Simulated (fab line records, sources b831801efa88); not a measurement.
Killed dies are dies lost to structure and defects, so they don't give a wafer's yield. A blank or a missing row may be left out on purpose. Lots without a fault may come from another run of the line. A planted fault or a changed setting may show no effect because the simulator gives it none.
fab line records | flow sky130
record lots=5 wafers=15 last_day=50
route steps=708 shown VIA2@527 METAL3@532 CAPM@537 PAD_OPEN@708
lots that met no fault: from a run of the same line without faults
start_h: hours from the record's first day to the start of the lot's first wafer shown | wait_h: hours since the lot's step before | " the same as in the row above | L1.1+2: a row that stands for several wafers | - no value, or no start given | * or withheld: withheld | < > ~ a bound
route shown NAME@n: a module of which the file shows steps, and the number in the route of the first | usual: mean/standard deviation of fault-free wafers | same: alike in all rows | chamber/n: place in a boat | sites: the reading at each site | _std_site: their standard deviation | _edge_site: outer sites' mean less inner sites' | radius_mm: how far each site lies from the wafer's centre | mask NAME#n: copy n | behind: the tool/chamber that last shaped the wafer | hold: why the lot was held/for how many hours/how that ended | device: the transistor (n, p or np) that didn't switch | end of line: the same wafers' tests at the end of the route | a step without rows: its recipe alone | killed: dies lost to structure and defects at the first sort, not the wafer's yield | map: a wafer's dies, x killed, . not, _ none there
set.NAME: the setting as run; set.NAME@STEP: as run at that earlier step | model.NAME: the simulator's own value behind a step, which no gauge read
lots at some steps of the route; a table a step, a row a wafer
services: from which hour (start_h, from the record's first day; less than 0 if before it) a tool's chamber was out of use, for how many hours, and why
## steps
# step SKY_VIA2_SPUTTER_20
# recipe material=TiN target_thk_nm=20 chamber_pressure_pa=5 power_w=4000 time_s=80
# usual cathode_dc_power_W=3999.9/0.67 throttle_valve_pct=29.7/0.67
# columns lot.wafer tool chamber start_h wait_h cathode_dc_power_W throttle_valve_pct
L520.1 pvd_sputter-04 - 861.59 0.0 3999.9 29.2
L520.3 " - " " 3999.2 29.6
L520.6 " - " " 3999.6 29.4
L530.1 pvd_sputter-04 - 941.37 0.0 3999.8 29.5
L530.2 " - " " 3999.7 29.5
L530.4 " - " " 3998.7 29.2
L531.2 pvd_sputter-02 - 946.93 0.0 3998.7 31.1
L531.5 " - " " 4000.4 29.7
L531.6 " - " " 4000.8 28.9
L533.1 pvd_sputter-03 - 954.98 0.0 4000.4 30.1
L533.4 " - " " 4000.2 30.0
L533.5 " - " " 4000.6 28.3
L540.1 pvd_sputter-02 - 1003.64 0.0 4001.0 30.3
L540.3 " - " " 3999.2 31.2
L540.6 " - " " 3998.9 28.8
# step SKY_VIA2_CVD_21
# recipe material=W target_thk_nm=420 time_s=126.4 temp_c=400 pressure_torr=40
# step SKY_VIA2_RS_MEAS_22
# recipe thk_meas_gauge=four-point-probe reads=W_of_VIA2_CVD_21+TiN_of_VIA2_SPUTTER_20
# usual VIA2_W_RS=0.2730/0.0029
# columns lot.wafer tool chamber start_h wait_h VIA2_W_RS[ohm/sq]
L520.1 film_metro-04 - 861.78 0.1 0.2784
L520.3 " - " " 0.2753
L520.6 " - " " 0.2752
L530.1 film_metro-04 - 941.56 0.1 0.2722
L530.2 " - " " 0.2744
L530.4 " - " " 0.2735
L531.2 film_metro-01 - 947.14 0.1 0.2707
L531.5 " - " " 0.2717
L531.6 " - " " 0.2707
L533.1 film_metro-04 - 955.17 0.1 0.2703
L533.4 " - " " 0.2705
L533.5 " - " " 0.2775
L540.1 film_metro-04 - 1003.83 0.1 0.2710
L540.3 " - " " 0.2690
L540.6 " - " " 0.2716
# step SKY_VIA2_THK_MEAS_23
# recipe thk_meas_gauge=xrf reads=W_of_VIA2_CVD_21
# usual VIA2_W_THK=441/6.7
# columns lot.wafer tool chamber start_h wait_h VIA2_W_THK[nm]
L520.1 film_metro-04 - 861.90 0.1 429
L520.3 " - " " 434
L520.6 " - " " 433
L530.1 film_metro-04 - 941.68 0.1 438
L530.2 " - " " 431
L530.4 " - " " 434
L531.2 film_metro-01 - 947.25 0.1 446
L531.5 " - " " 446
L531.6 " - " " 444
L533.1 film_metro-04 - 955.29 0.1 439
L533.4 " - " " 441
L533.5 " - " " 431
L540.1 film_metro-04 - 1003.95 0.1 438
L540.3 " - " " 439
L540.6 " - " " 440
# step SKY_VIA2_CMP_24
# recipe stop_on=SiO2 t_overpolish_s=20 down_force_psi=3.5 platen_rpm=60 target_thk_nm=0 pad_velocity_m_s=0.94248
# step SKY_METAL3_SPUTTER_00
# recipe material=Ti target_thk_nm=15 power_w=3000 time_s=10 chamber_pressure_pa=0.4
# step SKY_METAL3_SPUTTER_01
# recipe material=TiN target_thk_nm=20 power_w=6500 time_s=16.7 chamber_pressure_pa=0.4
# usual cathode_dc_power_W=6500.0/1.2 throttle_valve_pct=30.0/1.3
# columns lot.wafer tool chamber start_h wait_h cathode_dc_power_W throttle_valve_pct
L520.1 pvd_sputter-03 - 862.29 0.0 6500.6 30.6
L520.3 " - " " 6498.6 29.9
L520.6 " - " " 6501.1 29.9
L530.1 pvd_sputter-03 - 944.64 0.0 6498.0 30.2
L530.2 " - " " 6501.2 30.1
L530.4 " - " " 6501.0 29.8
L531.2 pvd_sputter-03 - 947.90 0.0 6500.6 30.2
L531.5 " - " " 6500.4 30.1
L531.6 " - " " 6500.2 30.3
L533.1 pvd_sputter-02 - 956.74 0.0 6500.0 31.1
L533.4 " - " " 6501.4 29.0
L533.5 " - " " 6501.8 31.2
L540.1 pvd_sputter-01 - 1004.34 0.0 6499.4 29.9
L540.3 " - " " 6502.5 27.5
L540.6 " - " " 6502.8 31.4
# step SKY_METAL3_SPUTTER_02
# recipe material=AlCu target_thk_nm=735 power_w=10600 time_s=39.1 chamber_pressure_pa=0.4
# usual cathode_dc_power_W=10600/1.8 throttle_valve_pct=30.0/1.3
# columns lot.wafer tool chamber start_h wait_h cathode_dc_power_W throttle_valve_pct
L520.1 pvd_sputter-03 - 862.31 0.0 10602 30.6
L520.3 " - " " 10601 29.9
L520.6 " - " " 10598 30.1
L530.1 pvd_sputter-03 - 944.66 0.0 10600 30.5
L530.2 " - " " 10599 30.1
L530.4 " - " " 10600 30.0
L531.2 pvd_sputter-03 - 947.92 0.0 10602 30.4
L531.5 " - " " 10600 29.8
L531.6 " - " " 10602 30.1
L533.1 pvd_sputter-02 - 956.77 0.0 10598 31.2
L533.4 " - " " 10599 28.7
L533.5 " - " " 10600 31.1
L540.1 pvd_sputter-01 - 1004.36 0.0 10597 30.2
L540.3 " - " " 10600 27.4
L540.6 " - " " 10601 31.3
# step SKY_METAL3_SPUTTER_03
# recipe material=Ti target_thk_nm=5 power_w=3000 time_s=3.3 chamber_pressure_pa=0.4
# usual cathode_dc_power_W=3000.0/0.56 throttle_valve_pct=30.0/1.3
# columns lot.wafer tool chamber start_h wait_h cathode_dc_power_W throttle_valve_pct
L520.1 pvd_sputter-03 - 862.35 0.0 3000.3 30.5
L520.3 " - " " 3000.1 30.4
L520.6 " - " " 3000.7 30.4
L530.1 pvd_sputter-03 - 944.70 0.0 2999.5 30.3
L530.2 " - " " 3000.2 30.1
L530.4 " - " " 2999.4 30.2
L531.2 pvd_sputter-03 - 947.96 0.0 3000.7 30.2
L531.5 " - " " 2999.6 30.0
L531.6 " - " " 3000.5 30.5
L533.1 pvd_sputter-02 - 956.81 0.0 2998.8 31.2
L533.4 " - " " 3001.1 29.1
L533.5 " - " " 3001.0 31.0
L540.1 pvd_sputter-01 - 1004.40 0.0 2999.7 30.0
L540.3 " - " " 2999.9 27.6
L540.6 " - " " 3000.8 31.4
# step SKY_METAL3_SPUTTER_04
# recipe material=TiN target_thk_nm=70 power_w=6500 time_s=58.3 chamber_pressure_pa=0.4
# step SKY_CAPM_CVD_00
# recipe material=SiO2 target_thk_nm=15.5 temp_c=400 time_s=withheld rf_w=450
# step SKY_CAPM_THK_MEAS_01
# recipe reads=SiO2_of_CAPM_CVD_00
# usual CAPM_CVD_00_THK=15.58/0.25
# columns lot.wafer tool chamber start_h wait_h CAPM_CVD_00_THK[nm]
L520.1 film_metro-02 - 862.44 - 15.58
L520.3 " - " " 15.31
L520.6 " - " " 15.80
L530.1 film_metro-02 - 944.79 - 15.79
L530.2 " - " " 15.38
L530.4 " - " " 15.72
L531.2 film_metro-03 - 948.07 - 15.45
L531.5 " - " " 15.61
L531.6 " - " " 15.59
L533.1 film_metro-03 - 956.89 - 15.48
L533.4 " - " " 15.83
L533.5 " - " " 15.63
L540.1 film_metro-04 - 1004.50 - 15.30
L540.3 " - " " 15.47
L540.6 " - " " 15.59
# step SKY_CAPM_SPUTTER_02
# recipe material=TiN target_thk_nm=200 temp_c=300 power_w=6500 time_s=166.7 chamber_pressure_pa=0.4
# usual cathode_dc_power_W=6499.9/1.2 substrate_temp_c=300.02/0.2 throttle_valve_pct=29.7/0.73
# columns lot.wafer tool chamber start_h wait_h cathode_dc_power_W substrate_temp_c throttle_valve_pct model.TiN_of_CAPM_SPUTTER_02.thk_nm
L520.1 pvd_sputter-01 - 862.50 0.1 6498.4 300.13 31.6 200.6
L520.3 " - " " 6499.6 300.03 27.5 205
L520.6 " - " " 6497.6 299.88 31.5 199.5
L530.1 pvd_sputter-04 - 944.85 0.1 6499.9 300.07 29.6 200.7
L530.2 " - " " 6499.7 299.91 29.5 198.3
L530.4 " - " " 6499.2 299.70 29.2 200.2
L531.2 pvd_sputter-04 - 948.12 0.0 8183.6 300.15 30.0 249.5
L531.5 " - " " 8185.9 300.24 29.7 250
L531.6 " - " " 6499.9 300.15 29.4 196.8
L533.1 pvd_sputter-03 - 956.95 0.1 6499.7 300.22 30.2 203.7
L533.4 " - " " 6498.4 299.69 30.1 196.4
L533.5 " - " " 6501.9 300.03 28.7 198.7
L540.1 pvd_sputter-03 - 1004.56 0.1 6501.2 300.13 28.5 199.6
L540.3 " - " " 6499.3 299.80 30.0 203.5
L540.6 " - " " 6499.5 299.85 30.1 199.1
# step SKY_CAPM_RS_MEAS_03
# recipe thk_meas_gauge=four-point-probe reads=TiN_of_CAPM_SPUTTER_02
# usual CAPM_TIN_RS=6.92/0.1
# columns lot.wafer tool chamber start_h wait_h CAPM_TIN_RS[ohm/sq]
L520.1 film_metro-04 - 862.61 0.1 6.91
L520.3 " - " " 6.75
L520.6 " - " " 6.94
L530.1 film_metro-03 - 944.96 0.1 6.87
L530.2 " - " " 6.95
L530.4 " - " " 6.88
L531.2 film_metro-04 - 948.25 0.1 5.52
L531.5 " - " " 5.51
L531.6 " - " " 7.04
L533.1 film_metro-03 - 957.06 0.1 6.78
L533.4 " - " " 7.03
L533.5 " - " " 6.94
L540.1 film_metro-04 - 1004.67 0.1 6.93
L540.3 " - " " 6.80
L540.6 " - " " 6.95
# step SKY_CAPM_THK_MEAS_04
# recipe thk_meas_gauge=xrf reads=TiN_of_CAPM_SPUTTER_02
# usual CAPM_TIN_THK=201.6/2.6
# columns lot.wafer tool chamber start_h wait_h CAPM_TIN_THK[nm]
L520.1 film_metro-04 - 862.73 0.1 202.5
L520.3 " - " " 207.5
L520.6 " - " " 200.3
L530.1 film_metro-03 - 945.08 0.1 200.8
L530.2 " - " " 199.1
L530.4 " - " " 201.8
L531.2 film_metro-04 - 948.36 0.1 252.0
L531.5 " - " " 252.8
L531.6 " - " " 198.6
L533.1 film_metro-03 - 957.18 0.1 205.5
L533.4 " - " " 196.8
L533.5 " - " " 200.2
L540.1 film_metro-04 - 1004.79 0.1 202.7
L540.3 " - " " 207.4
L540.6 " - " " 201.8
# step SKY_CAPM_DEHYDRATE_05
# recipe temp_c=200 time_s=60
# step SKY_CAPM_HMDS_06
# recipe prime_time_s=60 prime_temp_c=120
# step SKY_CAPM_COAT_07
# recipe resist=NOVOLAK spin_rpm=3000 resist_thk_nm=1140
# step SKY_CAPM_SOFTBAKE_08
# recipe temp_c=90 time_s=60 resist=NOVOLAK
# step SKY_CAPM_EXPOSE_09
# recipe mask_id=CAPM na=0.6 source_shape=conventional sigma_outer=0.6 polarization=unpolarized target_cd_nm=1000 dose_mj=159
# step SKY_CAPM_PEB_10
# recipe temp_c=withheld time_s=* resist=NOVOLAK
# step SKY_CAPM_DEVELOP_11
# recipe resist=NOVOLAK developer=TMAH develop_time_s=60 dev_temp_c=23
# step SKY_CAPM_OVL_MEAS_12
# usual CAPM_OVL=-1.1/1.3
# columns lot.wafer tool chamber start_h wait_h CAPM_OVL[nm]
L520.1 overlay-01 - 887.93 0.1 -0.3
L520.3 " - " " 1.0
L520.6 " - " " -1.4
L530.1 overlay-01 - 968.01 0.1 -3.7
L530.2 " - " " -2.0
L530.4 " - " " -2.8
L531.2 overlay-01 - 972.72 0.1 -1.5
L531.5 " - " " -1.4
L531.6 " - " " -1.9
L533.1 overlay-02 - 980.56 0.1 -2.1
L533.4 " - " " 0.0
L533.5 " - " " -1.6
L540.1 overlay-01 - 1027.63 0.1 -0.1
L540.3 " - " " -1.0
L540.6 " - " " 0.6
# step SKY_CAPM_METAL_ETCH_13
# recipe target_depth_nm=220 stop_on=SiO2 chemistry=Cl2/BCl3 target=TiN pressure_mtorr=10 icp_w=900 bias_w=48.5 Cl2_flow_sccm=60 bcl3_flow_sccm=30 time_s=62.9
# usual drypump_motor_current_A=5.6/0.46 he_backside_leak_sccm=3.3/0.31 oes_product_au=0.940/0.0085 throttle_valve_pct=21.903/0.011
# columns lot.wafer tool chamber start_h wait_h drypump_motor_current_A he_backside_leak_sccm oes_product_au rf_hours_counter_h throttle_valve_pct
L520.1 rie_metal-04 0 887.97 0.0 5.9 3.1 0.948 9 21.905
L520.3 " 0 " " 5.9 2.9 0.951 - 21.878
L520.6 " 1 " " 5.2 3.5 0.938 - 21.898
L530.1 rie_metal-04 1 968.05 0.0 5.2 3.4 0.940 16 21.902
L530.2 " 0 " " 5.9 3.2 0.931 12 21.912
L530.4 " 1 " " 5.2 3.5 0.938 - 21.920
L531.2 rie_metal-04 1 972.75 0.0 5.2 3.5 0.997 16 21.867
L531.5 " 0 " " 5.9 3.1 0.994 - 21.866
L531.6 " 1 " " 5.2 3.3 0.932 - 21.908
L533.1 rie_metal-04 1 980.59 0.0 5.2 3.5 0.952 17 21.890
L533.4 " 0 " " 5.9 3.2 0.931 - 21.897
L533.5 " 1 " " 5.2 6.1 0.936 - 21.898
L540.1 rie_metal-02 0 1027.67 0.0 5.2 3.0 0.943 13 21.908
L540.3 " 1 " " 6.3 3.2 0.944 - 21.882
L540.6 " 1 " " 6.3 3.2 0.938 - 21.911
# step SKY_CAPM_STRIP_14
# recipe chemistry=O2/N2 power_w=1400 pressure_mtorr=1500 platen_temp_c=withheld o2_flow_sccm=3000 n2_flow_sccm=300 overash_fraction=0.5
# step SKY_CAPM_STRIP_15
# recipe chemistry=post_etch_residue_remover time_s=1200 temp_c=72.5
# step SKY_CAPM_CLEAN_16
# recipe chemistry=IPA time_s=180 temp_c=25
# step SKY_CAPM_CLEAN_17
# recipe chemistry=O3/DIW dry=n2_spin
# step SKY_METAL3_DEHYDRATE_05
# recipe temp_c=200 time_s=60
# step SKY_METAL3_HMDS_06
# recipe prime_time_s=60 prime_temp_c=120
# step SKY_METAL3_COAT_07
# recipe resist=BARC temp_c=withheld time_s=withheld spin_rpm=3000 resist_thk_nm=60
# step SKY_METAL3_COAT_08
# recipe resist=KrF-thick spin_rpm=3000 resist_thk_nm=1140
# step SKY_METAL3_SOFTBAKE_09
# recipe temp_c=100 time_s=90 resist=KrF-thick
# step SKY_METAL3_EXPOSE_10
# recipe mask_id=MM3 na=0.68 source_shape=annular sigma_inner=0.4 sigma_outer=0.8 target_cd_nm=300 dose_mj=28
# step SKY_METAL3_PEB_11
# recipe peb_temp_c=withheld peb_time_s=withheld resist=KrF-thick
# step SKY_METAL3_DEVELOP_12
# recipe develop_time_s=60 resist=KrF-thick dev_temp_c=21
# step SKY_METAL3_CD_MEAS_13
# recipe target_cd_nm=300
# usual cd_nm=299.8/1.3
# columns lot.wafer tool chamber start_h wait_h cd_nm
L520.1 cd_sem-01 - 914.76 - 300.2
L520.3 " - " " 302.1
L520.6 " - " " 301.6
L530.1 cd_sem-01 - 991.62 - 299.2
L530.2 " - " " 301.0
L530.4 " - " " 299.6
L531.2 cd_sem-02 - 996.78 - 297.2
L531.5 " - " " 298.5
L531.6 " - " " 299.0
L533.1 cd_sem-01 - 1004.76 - 299.7
L533.4 " - " " 299.2
L533.5 " - " " 299.4
L540.1 cd_sem-01 - 1050.16 - 299.3
L540.3 " - " " 299.8
L540.6 " - " " 300.2
# step SKY_METAL3_OVL_MEAS_14
# usual METAL3_OVL=3/5.6
# columns lot.wafer tool chamber start_h wait_h METAL3_OVL[nm]
L520.1 overlay-02 - 914.88 0.1 -3
L520.3 " - " " -1
L520.6 " - " " -2
L530.1 overlay-01 - 991.74 0.1 7
L530.2 " - " " 1
L530.4 " - " " 5
L531.2 overlay-02 - 996.88 0.1 1
L531.5 " - " " 4
L531.6 " - " " -3
L533.1 overlay-02 - 1004.88 0.1 13
L533.4 " - " " 9
L533.5 " - " " 14
L540.1 overlay-02 - 1050.28 0.1 1
L540.3 " - " " 4
L540.6 " - " " 2
# step SKY_METAL3_DESCUM_15
# recipe chemistry=O2 source_power_w=150 bias_power_w=0 pressure_mtorr=10 temp_c=40 time_s=8
# step SKY_METAL3_ETCH_16
# recipe chemistry=N2/H2 target=BARC ion_energy_ev=200 bias_w=100 pressure_mtorr=30 n2_flow_sccm=100 h2_flow_sccm=200 icp_w=500 stop_on=SiO2 time_s=88.2 target_depth_a=600
# step SKY_METAL3_ETCH_17
# recipe target=SiO2 stop_on=TiN chemistry=C4F8/O2/Ar source_w=1500 bias_w=1200 pressure_mtorr=40 c4f8_flow_sccm=withheld O2_flow_sccm=6 Ar_flow_sccm=300 time_s=3.9 target_depth_a=150
# usual oes_product_au=0.756/0.0075
# columns lot.wafer tool chamber start_h wait_h oes_product_au rf_hours_counter_h
L520.1 rie_diel-02 3 915.17 0.2 0.753 13
L520.3 " 2 " " 0.748 24
L520.6 " 3 " " 0.762 -
L530.1 rie_diel-02 2 991.90 0.1 0.767 26
L530.2 " 3 " " 0.754 15
L530.4 " 0 " " 0.760 21
L531.2 rie_diel-03 3 997.04 0.1 0.750 18
L531.5 " 1 " " 0.755 -
L531.6 " 2 " " 0.753 -
L533.1 rie_diel-02 1 1005.04 0.1 0.752 7
L533.4 " 2 " " 0.755 26
L533.5 " 2 " " 0.751 -
L540.1 rie_diel-03 3 1050.57 0.2 0.748 19
L540.3 " 0 " " 0.760 25
L540.6 " 1 " " 0.760 -
# step SKY_METAL3_METAL_ETCH_18
# recipe target_depth_a=8450 stop_on=SiO2 over_etch_frac=0.3 time_s=183.1 chemistry=Cl2/BCl3 resist_sidewall_deg=88 pressure_mtorr=10 icp_w=900 bias_w=48.5 Cl2_flow_sccm=60 bcl3_flow_sccm=30
# step SKY_METAL3_STRIP_20
# recipe chemistry=post_etch_residue_remover time_s=1200 temp_c=72.5
# columns lot.wafer tool chamber start_h wait_h model.TiN_of_CAPM_SPUTTER_02.thk_nm
L520.1 wet_bench-02 2 915.47 0.1 199.7
L520.3 " 2 " " 204.1
L520.6 " 2 " " 198.7
L530.1 wet_bench-04 2 992.20 0.1 199.9
L530.2 " 2 " " 197.4
L530.4 " 2 " " 199.4
L531.2 wet_bench-02 2 997.34 0.1 248.6
L531.5 " 2 " " 249.2
L531.6 " 2 " " 196
L533.1 wet_bench-02 2 1005.34 0.1 202.9
L533.4 " 2 " " 195.6
L533.5 " 2 " " 197.9
L540.1 wet_bench-04 0 1050.87 0.1 198.8
L540.3 " 0 " " 202.7
L540.6 " 0 " " 198.3
# step SKY_PAD_OPEN_PROBE_99
# usual defect_limited_yield=82.2/2 killed_at_M0_to_M3=45/7.2 killed_at_M4_up=3.0/1.8 killed_at_contacts=25/6.1 killed_at_front_end=14/4.4 killed_at_other=0.2/0.44 killed_dies=88/10 killed_open=48/7.4 killed_short=40/6.3
# same gross_dies=492 killed_at_back_side=0
# columns lot.wafer tool chamber start_h wait_h defect_limited_yield[%] killed_at_M0_to_M3 killed_at_M4_up killed_at_contacts killed_at_front_end killed_at_other killed_dies killed_open killed_short model.etest.tester.sort_n_pass model.etest.met3.line_ohm_um model.etest.via3_chain.rc_ohm model.etest.tester.sort_yield_pct model.etest.tester.sort_bin_4_pct model.etest.met3.rs_ohm_sq model.etest.tester.sort_bin_3_pct model.etest.cap_mim.plate_ohm_sq
L520.1 prober-01 - 1088.32 0.1 81.9 58 3 21 7 0 89 46 43 403 0.1453 10.24 81.91 0 0.0425 1.016 6.012
L520.3 prober-01 - 1088.42 0.2 83.3 51 0 24 7 0 82 37 45 410 0.1421 9.364 83.33 0 0.0429 0.4065 5.851
L520.6 prober-01 - 1088.57 0.2 79.3 56 6 26 12 2 102 50 52 390 0.1394 9.96 79.27 0 0.04225 1.829 6.064
L530.1 prober-01 - 1149.49 0.1 81.7 49 2 25 14 0 90 51 39 402 0.1401 9.338 81.71 0 0.04192 1.22 5.995
L530.2 prober-01 - 1149.54 0.1 80.7 49 5 15 26 0 95 39 56 397 0.1375 9.68 80.69 0 0.04203 1.016 6.032
L530.4 prober-01 - 1149.64 0.2 80.7 53 3 25 13 1 95 53 42 397 0.1446 9.817 80.69 0 0.04297 0.813 6.002
L531.2 prober-02 - 1152.86 0.1 82.5 45 5 22 14 0 86 49 37 0 127.3 105.2 0 78.27 37.79 5.263 4.817
L531.5 prober-02 - 1153.01 0.2 81.9 36 2 33 18 0 89 49 40 0 121.5 103 0 78.19 36 4.53 4.805
L531.6 prober-02 - 1153.06 0.2 79.5 42 2 37 20 0 101 59 42 391 0.1374 9.83 79.47 0 0.0413 1.016 6.057
L533.1 prober-02 - 1160.90 0.1 82.1 50 3 29 6 0 88 45 43 404 0.1379 9.758 82.11 0 0.04275 1.016 5.936
L533.4 prober-02 - 1161.05 0.2 83.1 46 1 22 14 0 83 43 40 409 0.1378 9.316 83.13 0 0.04235 0.813 6.082
L533.5 prober-02 - 1161.10 0.2 77.2 53 1 43 14 1 112 68 44 380 0.1436 9.135 77.24 0 0.0441 1.016 6.105
L540.1 prober-01 - 1193.18 0.1 80.1 43 5 30 20 0 98 49 49 394 0.14 9.159 80.08 0 0.04325 1.626 6.072
L540.3 prober-01 - 1193.28 0.2 83.5 43 2 25 11 0 81 46 35 411 0.1386 9.595 83.54 0 0.04212 0.4065 5.902
L540.6 prober-01 - 1193.43 0.2 81.3 47 3 27 14 1 92 59 33 400 0.1386 9.588 81.3 0 0.04162 1.829 6
# killed by level:class
L520.1 VIA1:geometric_particle:open=12 METAL2:geometric_particle:short=9 CONTACT:geometric_particle:open=8 VIA2:geometric_particle:open=8 VIA3:geometric_particle:open=7 VIA1:geometric_particle:short=6 VIA2:geometric_particle:short=6 LI_CONTACT:geometric_particle:open=4
L520.3 METAL2:geometric_particle:short=10 VIA1:geometric_particle:open=9 CONTACT:geometric_particle:open=8 LI_CONTACT:geometric_particle:open=7 VIA1:geometric_particle:short=7 METAL1:geometric_particle:short=6 VIA2:geometric_particle:open=5 CONTACT:geometric_particle:short=4
L520.6 VIA1:geometric_particle:open=14 VIA1:geometric_particle:short=10 CONTACT:geometric_particle:open=9 VIA3:geometric_particle:open=8 LOCAL_INTERCONNECT:geometric_particle:short=6 VIA2:geometric_particle:open=6 METAL1:geometric_particle:short=5 CONTACT:geometric_particle:short=5
L530.1 VIA1:geometric_particle:open=14 CONTACT:geometric_particle:open=10 LI_CONTACT:geometric_particle:open=9 VIA2:geometric_particle:short=6 VIA3:geometric_particle:open=5 METAL2:geometric_particle:short=5 VIA2:geometric_particle:open=5 METAL3:geometric_particle:short=5
L530.2 POLY_GATE:geometric_particle:short=9 VIA1:geometric_particle:open=9 VIA3:geometric_particle:open=7 POLY_GATE:geometric_particle:open=6 VIA2:geometric_particle:short=6 METAL1:geometric_particle:short=6 VIA1:geometric_particle:short=6 CONTACT:geometric_particle:open=5
L530.4 VIA1:geometric_particle:open=12 CONTACT:geometric_particle:open=11 VIA3:geometric_particle:open=8 POLY_GATE:geometric_particle:open=6 METAL1:geometric_particle:short=6 LI_CONTACT:geometric_particle:open=5 METAL2:geometric_particle:short=5 VIA1:geometric_particle:short=5
L531.2 VIA1:geometric_particle:open=10 LI_CONTACT:geometric_particle:open=9 VIA1:geometric_particle:short=7 VIA2:geometric_particle:open=7 CONTACT:geometric_particle:open=6 VIA3:geometric_particle:open=6 METAL4:geometric_particle:short=5 FIELD_ISO:geometric_particle:open=4
L531.5 CONTACT:geometric_particle:open=13 FIELD_ISO:geometric_particle:open=8 VIA3:geometric_particle:open=7 FIELD_ISO:geometric_particle:short=6 LOCAL_INTERCONNECT:geometric_particle:short=6 LI_CONTACT:geometric_particle:open=5 CONTACT:geometric_particle:short=5 VIA2:geometric_particle:open=5
L531.6 CONTACT:geometric_particle:open=15 VIA1:geometric_particle:open=12 LI_CONTACT:geometric_particle:open=11 FIELD_ISO:geometric_particle:open=8 METAL1:geometric_particle:short=6 CONTACT:geometric_particle:short=6 VIA3:geometric_particle:open=6 LOCAL_INTERCONNECT:geometric_particle:short=5
L533.1 VIA1:geometric_particle:open=15 METAL1:geometric_particle:short=13 LI_CONTACT:geometric_particle:open=10 CONTACT:geometric_particle:open=9 CONTACT:geometric_particle:short=7 VIA1:geometric_particle:short=5 VIA2:geometric_particle:short=4 VIA3:geometric_particle:short=4
L533.4 VIA1:geometric_particle:open=16 VIA1:geometric_particle:short=6 VIA3:geometric_particle:open=6 LI_CONTACT:geometric_particle:short=5 LI_CONTACT:geometric_particle:open=5 LOCAL_INTERCONNECT:geometric_particle:short=5 CONTACT:geometric_particle:short=5 POLY_GATE:geometric_particle:open=4
L533.5 CONTACT:geometric_particle:open=21 VIA3:geometric_particle:open=13 METAL1:geometric_particle:short=9 CONTACT:geometric_particle:short=9 VIA1:geometric_particle:open=8 LI_CONTACT:geometric_particle:open=6 VIA2:geometric_particle:open=5 FIELD_ISO:geometric_particle:short=4
L540.1 VIA1:geometric_particle:open=10 CONTACT:geometric_particle:open=8 FIELD_ISO:geometric_particle:open=7 VIA3:geometric_particle:open=7 LOCAL_INTERCONNECT:geometric_particle:short=6 LI_CONTACT:geometric_particle:open=6 CONTACT:geometric_particle:short=6 VIA3:geometric_particle:short=6
L540.3 VIA1:geometric_particle:open=12 CONTACT:geometric_particle:open=11 METAL1:geometric_particle:short=9 VIA2:geometric_particle:open=6 FIELD_ISO:geometric_particle:open=5 LI_CONTACT:geometric_particle:open=5 VIA1:geometric_particle:short=5 POLY_GATE:geometric_particle:short=4
L540.6 CONTACT:geometric_particle:open=11 LI_CONTACT:geometric_particle:open=9 VIA1:geometric_particle:open=9 METAL1:geometric_particle:short=8 VIA2:geometric_particle:open=8 VIA3:geometric_particle:open=6 METAL2:geometric_particle:short=6 FIELD_ISO:geometric_particle:open=5
## services
# columns tool chamber start_h hours kind
pvd_sputter-01 2 840.75 - consumable_replace:kit
pvd_sputter-04 - 841.51 1.9 repair
wet_bench-02 - 841.74 2.4 repair
rie_diel-02 2 843.31 2.1 repair
pvd_sputter-02 0 851.05 - consumable_replace:kit
pvd_sputter-02 0 851.05 18.0 scheduled_down
pvd_sputter-02 0 851.05 18.0 vent_cycle
pvd_sputter-03 - 865.72 6.2 repair
wet_bench-04 - 870.66 2.2 repair
pvd_sputter-01 - 878.44 4.8 repair
rie_diel-02 - 901.33 2.8 pm
wet_bench-04 - 902.81 2.1 repair
rie_diel-02 2 923.05 2.4 repair
rie_diel-02 2 942.38 8.4 repair
rie_diel-03 0 995.95 4.9 repair
pvd_sputter-02 3 1010.31 - consumable_replace:kit
pvd_sputter-02 3 1010.31 18.0 scheduled_down
pvd_sputter-02 3 1010.31 18.0 vent_cycle
rie_metal-04 - 1026.06 14.6 pm
pvd_sputter-03 1 1032.38 - consumable_replace:kit
pvd_sputter-03 1 1032.38 18.0 scheduled_down
pvd_sputter-03 1 1032.38 18.0 vent_cycle
rie_diel-03 - 1048.06 0.2 repair
rie_diel-03 2 1049.44 4.6 repair
## key
first_sign step=SKY_CAPM_SPUTTER_02 reading=cathode_dc_power_W direction=up sigmas=99+ usual=6499.9 struck=8184.8
effect step=SKY_CAPM_RS_MEAS_03 reading=CAPM_TIN_RS direction=down sigmas=14 usual=6.92 struck=5.51
effect step=SKY_CAPM_THK_MEAS_04 reading=CAPM_TIN_THK direction=up sigmas=20 usual=201.6 struck=252.4
effect step=SKY_CAPM_METAL_ETCH_13 reading=oes_product_au direction=up sigmas=6.6 usual=0.940 struck=0.996
model_effect step=SKY_CAPM_SPUTTER_02 value=TiN_of_CAPM_SPUTTER_02.thk_nm without=197.9 struck=249.8
model_effect step=SKY_METAL3_STRIP_20 value=TiN_of_CAPM_SPUTTER_02.thk_nm without=197.1 struck=248.9
model_effect step=SKY_PAD_OPEN_PROBE_99 value=etest.tester.sort_n_pass without=404.5 struck=0
met_at SKY_CAPM_SPUTTER_02
struck_wafers L531.2,L531.5
onset_between 944.85 948.12
fault kind=process_parameter_drift tool=pvd_sputter-04 chamber=- onset_h=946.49 steps=SKY_CAPM_SPUTTER_02 channel=power_w offset=* shape=step end_h=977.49 acts_in=* stated=* scope=struck_wafers_only
